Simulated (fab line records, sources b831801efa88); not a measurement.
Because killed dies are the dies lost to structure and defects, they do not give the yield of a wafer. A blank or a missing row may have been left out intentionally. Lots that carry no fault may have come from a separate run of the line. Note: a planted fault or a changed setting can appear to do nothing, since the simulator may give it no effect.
Problem report, 8D (eight disciplines) form, completed by code / flow sky130 / the parts of the form that need people (team, actions taken, sign-off) are left out

1. THE PROBLEM
Mean SONOS_TUNNEL_TW at SKY_SONOS_TUNNEL_TW_MEAS_12: 213.9 over 9 wafers in 3 lots; fault-free wafers: 197.6, standard deviation 1.3. Relative to the usual mean, that is a shift of +13 standard deviations.
Earliest sighting: wafer L220.3 on film-metro-04 at day 15 09:57. Wafers with a number at this step in the record: 45, from 15 lots. The rule behind "out" and "out of limits": a value lying over 4 standard deviations away from the usual mean. The other wafers with a number count as sound.

2. WHAT IT IS AND WHAT IT IS NOT
question=which readings at this step | is=SONOS_TUNNEL_TW | is not=-
question=which lots | is=L220, L221, L222 | is not=L207, L208, L211, L212, L213, L214, L217, L223, L226, L227, L228, L229
question=which wafers of those lots | is=all that have a number | is not=-
question=read on which gauges | is=film-metro-04 | is not=film-metro-01, film-metro-02
question=when | is=from day 15 09:57 | is not=up to then (21 sound wafers); but 15 sound wafers of L223, L226, L227, L228, L229 came after

3. THE SUSPECTS, EACH WITH WHAT RULES IT OUT
Counting: a tool at any process step up to the reading remains a suspect when it ran all the lots that are out and ran no sound lot after the first of those.
- the gauge at SKY_SONOS_TUNNEL_TW_MEAS_12: kept. All the wafers that are out were read on film-metro-04, and no step on other tools shows them out.
- litho-track-01 at SKY_VT_ADJUST_PCH_COAT_02 (resist thk 3000 nm): ruled out as a lasting fault. The sound lots L223, L227, L229 went through it after L220, its earliest lot that is out (day 13 15:58).
Remaining after the count: film-metro-04 at SKY_SONOS_TUNNEL_TW_MEAS_12.

4. THE CAUSE (what the simulator had put in)
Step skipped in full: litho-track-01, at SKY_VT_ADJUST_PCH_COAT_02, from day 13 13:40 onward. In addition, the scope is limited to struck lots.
Counting ruled it out, wrongly: the rule takes a fault to strike every lot that its tool runs from its start on, and this one did not.

5. THE CHAIN OF EFFECTS, in route order
Rows list readings where the struck wafers' mean (over those with a number) sits beyond 3 standard deviations from the usual. Scope: only readings with a usual standard deviation given in the record; hours: median across lots of the time from each lot's start at the first step in this table that gives one to its start at this step; sigmas: change in usual standard deviations.
hours=0; step=SKY_SONOS_TUNNEL_TW_MEAS_12; reading=SONOS_TUNNEL_TW; usual=197.6; on struck wafers=213.9; change=+16.3; sigmas=+13
Readings that are blank on the struck wafers while sound wafers have them: chill-plate-temp-C at SKY_VT_ADJUST_PCH_COAT_02; dispense-pressure-kPa at SKY_VT_ADJUST_PCH_COAT_02; resist-line-temp-C at SKY_VT_ADJUST_PCH_COAT_02; VT_ADJUST_PCH_OVL at SKY_VT_ADJUST_PCH_OVL_MEAS_07.

6. WHAT WOULD HAVE CAUGHT IT SOONER
In this record the first reading out of limits at a measuring or inspecting step was taken at day 15 09:57, 44 hours after the fault began at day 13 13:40.
Between SKY_VT_ADJUST_PCH_COAT_02 and SKY_SONOS_TUNNEL_TW_MEAS_12, SKY_VT_ADJUST_PCH_OVL_MEAS_07 gave no VT_ADJUST_PCH_OVL on the struck wafers, where sound wafers have one: a measuring or inspecting step that comes back empty is itself a sign.
At SKY_VT_ADJUST_PCH_COAT_02 the tool's readings are blank on the struck wafers, where sound wafers have them: an empty tool record is the first sign, and it was there at once.
